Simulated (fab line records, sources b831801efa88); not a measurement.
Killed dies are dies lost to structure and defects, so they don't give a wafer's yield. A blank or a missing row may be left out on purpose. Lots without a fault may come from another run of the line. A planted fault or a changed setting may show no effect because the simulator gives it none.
fab line records | flow sky130
record lots=6 wafers=18 last_day=49
route steps=708 shown RES_XHIGH@336 SD_N@342
lots that met no fault: from a run of the same line without faults
start_h: hours from the record's first day to the start of the lot's first wafer shown | wait_h: hours since the lot's step before | " the same as in the row above | L1.1+2: a row that stands for several wafers | - no value, or no start given | * or withheld: withheld | < > ~ a bound
route shown NAME@n: a module of which the file shows steps, and the number in the route of the first | usual: mean/standard deviation of fault-free wafers | same: alike in all rows | chamber/n: place in a boat | sites: the reading at each site | _std_site: their standard deviation | _edge_site: outer sites' mean less inner sites' | radius_mm: how far each site lies from the wafer's centre | mask NAME#n: copy n | behind: the tool/chamber that last shaped the wafer | hold: why the lot was held/for how many hours/how that ended | device: the transistor (n, p or np) that didn't switch | end of line: the same wafers' tests at the end of the route | a step without rows: its recipe alone | killed: dies lost to structure and defects at the first sort, not the wafer's yield | map: a wafer's dies, x killed, . not, _ none there
set.NAME: the setting as run; set.NAME@STEP: as run at that earlier step | model.NAME: the simulator's own value behind a step, which no gauge read
lots at some steps of the route; a table a step, a row a wafer
services: from which hour (start_h, from the record's first day; less than 0 if before it) a tool's chamber was out of use, for how many hours, and why
## steps
# step SKY_RES_XHIGH_EXPOSE_04
# recipe mask_id=URPM na=0.6 source_shape=conventional sigma_outer=0.6 polarization=unpolarized target_cd_nm=1270 dose_mj=140
# step SKY_RES_XHIGH_PEB_05
# recipe temp_c=withheld time_s=* resist=NOVOLAK
# step SKY_RES_XHIGH_DEVELOP_06
# recipe resist=NOVOLAK developer=TMAH develop_time_s=60 dev_temp_c=23
# step SKY_RES_XHIGH_IMPLANT_07
# recipe species=BF2 energy_kev=20 dose_cm2=3.6e+14 tilt_deg=0
# step SKY_RES_XHIGH_STRIP_08
# recipe chemistry=O2/N2 power_w=1400 pressure_mtorr=1500 platen_temp_c=withheld o2_flow_sccm=3000 n2_flow_sccm=300 overash_fraction=0.5
# usual drypump_motor_current_A=5.8/0.43 oes_product_au=0.711/0.0047 strip_time_to_endpoint_s=14.27/0.037
# columns lot.wafer tool chamber start_h wait_h drypump_motor_current_A oes_product_au rf_hours_counter_h strip_time_to_endpoint_s
L801.2 plasma_asher-01 0 634.03 0.1 6.0 0.720 78 14.28
L801.5 " 0 " " 6.0 0.708 - 14.30
L801.6 " 1 " " 5.3 0.716 - 14.26
L802.1 plasma_asher-01 1 640.38 0.1 5.3 0.705 79 14.23
L802.5 " 0 " " 6.0 0.706 - 14.22
L802.6 " 1 " " 5.3 0.718 - 14.23
L810.1 plasma_asher-02 1 700.35 0.1 5.3 0.720 110 14.28
L810.2 " 0 " " 5.6 0.722 110 14.23
L810.6 " 0 " " 5.6 0.702 - 14.27
L811.2 plasma_asher-02 0 709.63 0.1 5.6 0.707 111 14.33
L811.3 " 1 " " 5.3 0.709 - 14.34
L811.6 " 1 " " 5.3 0.705 - 14.33
L816.2 plasma_asher-01 1 739.45 0.1 5.3 0.713 88 14.24
L816.3 " 0 " " 6.0 0.712 - 14.30
L816.6 " 0 " " 6.0 0.710 - 14.28
L819.1 plasma_asher-02 0 772.70 0.1 5.6 0.714 3 14.26
L819.2 " 1 " " 5.3 0.714 3 14.28
L819.5 " 0 " " 5.7 0.711 - 14.22
# step SKY_RES_XHIGH_TW_MEAS_09
# usual RES_XHIGH_TW=1613/15
# columns lot.wafer tool chamber start_h wait_h RES_XHIGH_TW
L801.2 film_metro-02 - 634.14 0.1 1638
L801.5 " - " " 1634
L801.6 " - " " 1628
L802.1 film_metro-01 - 640.48 0.1 1597
L802.5 " - " " 1592
L802.6 " - " " 1594
L810.1 film_metro-02 - 700.45 0.1 1629
L810.2 " - " " 1629
L810.6 " - " " 1633
L811.2 film_metro-01 - 709.74 0.1 1596
L811.3 " - " " 1598
L811.6 " - " " 1612
L816.2 film_metro-01 - 739.56 0.1 1594
L816.3 " - " " 1594
L816.6 " - " " 1598
L819.1 film_metro-02 - 772.80 0.1 1634
L819.2 " - " " 1634
L819.5 " - " " 1639
# step SKY_SD_N_DEHYDRATE_00
# recipe temp_c=200 time_s=60
# step SKY_SD_N_HMDS_01
# recipe prime_time_s=60 prime_temp_c=120
# step SKY_SD_N_COAT_02
# recipe resist=NOVOLAK spin_rpm=3000 resist_thk_nm=1140
# step SKY_SD_N_SOFTBAKE_03
# recipe temp_c=90 time_s=60 resist=NOVOLAK
# step SKY_SD_N_EXPOSE_04
# recipe mask_id=NSDM na=0.6 source_shape=conventional sigma_outer=0.6 polarization=unpolarized target_cd_nm=380 dose_mj=141
# step SKY_SD_N_PEB_05
# recipe temp_c=withheld time_s=* resist=NOVOLAK
# step SKY_SD_N_DEVELOP_06
# recipe resist=NOVOLAK developer=TMAH develop_time_s=60 dev_temp_c=23
# usual chill_plate_temp_C=23.02/0.11 develop_time_s=60/0
# columns lot.wafer tool chamber start_h wait_h chill_plate_temp_C develop_time_s
L801.2 litho_track-04 0 661.65 0.1 23.19 60
L801.5 " 0 " " 23.24 60
L801.6 " 0 " " 23.11 60
L802.1 litho_track-01 0 668.15 0.1 23.19 60
L802.5 " 0 " " 23.16 60
L802.6 " 0 " " 23.00 60
L810.1 litho_track-04 - 727.48 0.1 - -
L810.2 " - " " - -
L810.6 " - " " - -
L811.2 litho_track-04 - 736.65 0.1 - -
L811.3 " - " " - -
L811.6 " - " " - -
L816.2 litho_track-04 0 765.05 0.1 23.07 60
L816.3 " 0 " " 22.89 60
L816.6 " 0 " " 22.94 60
L819.1 litho_track-04 0 797.78 0.1 22.87 60
L819.2 " 0 " " 22.93 60
L819.5 " 0 " " 22.87 60
# step SKY_SD_N_CD_MEAS_07
# recipe target_cd_nm=380
# usual cd_nm=380.5/2.5
# columns lot.wafer tool chamber start_h wait_h cd_nm
L801.2 cd_sem-01 - 661.80 0.1 377.6
L801.5 " - " " 382.2
L801.6 " - " " 380.4
L802.1 cd_sem-02 - 668.30 0.1 379.0
L802.5 " - " " 380.6
L802.6 " - " " 381.1
L810.1 cd_sem-01 - 727.63 0.1 -
L810.2 " - " " -
L810.6 " - " " -
L811.2 cd_sem-02 - 736.80 0.1 -
L811.3 " - " " -
L811.6 " - " " -
L816.2 cd_sem-02 - 765.20 0.1 383.1
L816.3 " - " " 380.8
L816.6 " - " " 381.4
L819.1 cd_sem-01 - 797.93 0.1 373.3
L819.2 " - " " 374.3
L819.5 " - " " 373.0
## services
# columns tool chamber start_h hours kind
plasma_asher-01 - 652.23 0.6 repair
plasma_asher-02 - 676.57 8.3 repair
plasma_asher-02 - 679.12 1.8 repair
plasma_asher-01 - 679.83 4.3 pm
plasma_asher-02 - 697.77 1.1 repair
plasma_asher-01 - 721.49 3.9 repair
plasma_asher-02 - 733.75 9.0 pm
plasma_asher-02 0 733.75 9.0 vent_cycle
plasma_asher-02 1 733.75 9.0 vent_cycle
plasma_asher-02 0 742.75 - clean
plasma_asher-02 1 742.75 - clean
## key
first_sign step=SKY_SD_N_DEVELOP_06 reading=tool_record direction=missing
effect none on later readings
met_at SKY_SD_N_DEVELOP_06
struck_wafers L810.1,L810.2,L810.6,L811.2,L811.3,L811.6
sort_left_out L810.1,L810.2,L810.6,L811.2,L811.3,L811.6
tester_left_out L810,L811
onset_between 661.65 727.48
fault kind=skipped_step_whole tool=litho_track-04 chamber=- onset_h=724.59 steps=SKY_SD_N_DEVELOP_06 scope=struck_lots_only
# tester_left_out: of these lots the tester's yield and bins aren't shown, on N5 and GAA mostly nor the transistor test; their killed dies are dies lost to structure and defects alone, not to doping, threshold or leakage, so they don't give the yield
# sort_left_out: the simulated sort isn't trusted on such a fault, so these wafers' sort isn't shown, and their yield isn't known
